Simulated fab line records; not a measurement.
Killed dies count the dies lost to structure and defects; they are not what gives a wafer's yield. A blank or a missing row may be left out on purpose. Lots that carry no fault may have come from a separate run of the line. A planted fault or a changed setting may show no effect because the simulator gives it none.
Matching of chambers -- flow sky130 -- 4 sister chambers for SKY_VIA4_CMP_21 on cmp-02
The step polishes, stops on SiO2, t overpolish 25 s, target thk 0 nm. 4 wafers are shown with their chamber, then 7 later ones without.

WAFERS PAIRED WITH THEIR CHAMBERS
wafer,chamber,motor current A (A)
L552.1,2,10.7
L552.3,1,12.0
L553.2,3,10.5
L553.4,0,12.2

WAFERS MISSING THEIR CHAMBER
wafer,motor current A (A)
L553.5,12.0
L555.2,11.9
L555.3,11.5
L555.4,11.1
L561.1,10.5
L561.3,11.3
L561.6,10.6

WHICH CHAMBER EACH WENT THROUGH
wafer,from the rows above,in truth
L553.5,can't be placed: 1 or 0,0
L555.2,can't be placed: 1 or 0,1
L555.3,can't be placed: 1 or 0 or 2 or 3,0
L555.4,can't be placed: 2 or 3 or 1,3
L561.1,can't be placed: 3 or 2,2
L561.3,can't be placed: 2 or 1 or 3 or 0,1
L561.6,can't be placed: 2 or 3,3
Correct placement for 0 of the 7. From these rows, 7 cannot be placed; in 7 the true chamber is one of the candidates. Placed wrongly: 0.
How it was worked out, from the rows above alone: a wafer's distance from a chamber is the root of the sum, over the readings, of the square of ((its reading less the chamber's mean) divided by the reading's scatter). If the next closest chamber is less than 2 further off than the closest, the wafer can't be placed; otherwise it belongs to the closest. For every chamber, the mean is computed from those of its wafers that are shown. The scatter (one wafer shown for each chamber): square how far every hidden wafer sits from the nearest shown wafer, average those squares and take the square root.
